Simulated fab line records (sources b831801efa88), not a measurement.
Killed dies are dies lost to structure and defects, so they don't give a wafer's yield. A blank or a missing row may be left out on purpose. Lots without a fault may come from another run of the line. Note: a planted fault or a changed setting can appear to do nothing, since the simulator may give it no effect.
Struck lot and sound lot, side by side -- flow sky130 -- 15 out of 708 route steps
Sound: these wafers, L478.2, L478.4, L478.6. Wafers L485.3, L485.5, L485.6 were the ones struck. The cause is named last.
Each step with rows lists, per side, the tool, then ch with its chambers, then its first start. Under that, the readings that differ: sound wafers -- struck wafers -- difference of the means -- sigmas: that difference in standard deviations of wafers without a fault.
alike: readings with means less than 2 such deviations apart, plus words and numbers identical on both sides. not compared: withheld readings, readings lacking a value on some wafer, bounds such as >300 that could conceal the same value, and numbers that have no deviation in the record and whose values overlap.
The two part at a step that has a row with sigmas, a row that says differs or no value, or rows on one side only. When numbers do not overlap yet have no deviation, they are printed without sigmas and do not part them. A reading missing from all wafers of one side parts the sides only when that side holds two or more wafers.

first, 5 steps without rows for these wafers: SKY_LDD_N_COAT_02 (resist thk 300 nm); SKY_LDD_N_SOFTBAKE_03 (time 60 s); SKY_LDD_N_EXPOSE_04 (exposes mask NTM, target cd 840 nm); SKY_LDD_N_PEB_05; SKY_LDD_N_DEVELOP_06 (develop time 60 s).
SKY_LDD_N_OVL_MEAS_07:
  struck on overlay-01, day 20 19:10; sound on overlay-02, day 18 01:14
  alike: LDD_N_OVL
then, 6 steps without rows for these wafers: SKY_LDD_N_IMPLANT_08; SKY_LDD_N_IMPLANT_09; SKY_LDD_N_IMPLANT_10; SKY_LDD_N_IMPLANT_11; SKY_LDD_N_IMPLANT_12; SKY_LDD_N_IMPLANT_13.
SKY_LDD_N_IMPLANT_14:
  sound on implanter-04 ch 0, day 18 02:11; struck on implanter-03 ch 0, day 20 20:08
reading,sound,struck,difference,sigmas
doseIonsCm2,4.988e+12 5e+12 5.007e+12,3.805e+12 3.806e+12 3.803e+12,-1.194e+12,-99 or more
faradayCurrentUA,27.2 27.2 27.8,21.7 20.4 21.2,-6.3,-11
  alike: beamOnS
next, for these wafers, 1 step has no rows: SKY_LDD_N_IMPLANT_15.
-- here the record skips 27 days between the struck wafers' starts before and after, leaving off in module LDD_N and picking up in module PAD_OPEN (first step shown: number 708 of the route) --
SKY_PAD_OPEN_PROBE_99:
  struck on prober-01, day 48 02:07; sound on prober-02, day 46 08:40
reading,sound,struck,difference,sigmas
model.etest.nfet_01v8_swapped.vtSatV (V),0.6408 0.6463 0.6402,0.6291 0.622 0.6293,-0.0156,
  alike: killed_at_M0_to_M3, killed_at_M4_up, killedAtContacts, killedAtFrontEnd, killedAtOther, killedDies, killedOpen, killedShort

== WHERE THEY PART ==
Only at SKY_LDD_N_IMPLANT_14, as far as this record shows. Later steps at which nothing parts them and some readings are alike: SKY_PAD_OPEN_PROBE_99.

WHY: what the simulator had put in
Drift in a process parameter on implanter-03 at SKY_LDD_N_IMPLANT_14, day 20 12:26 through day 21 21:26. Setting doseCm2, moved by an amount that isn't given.
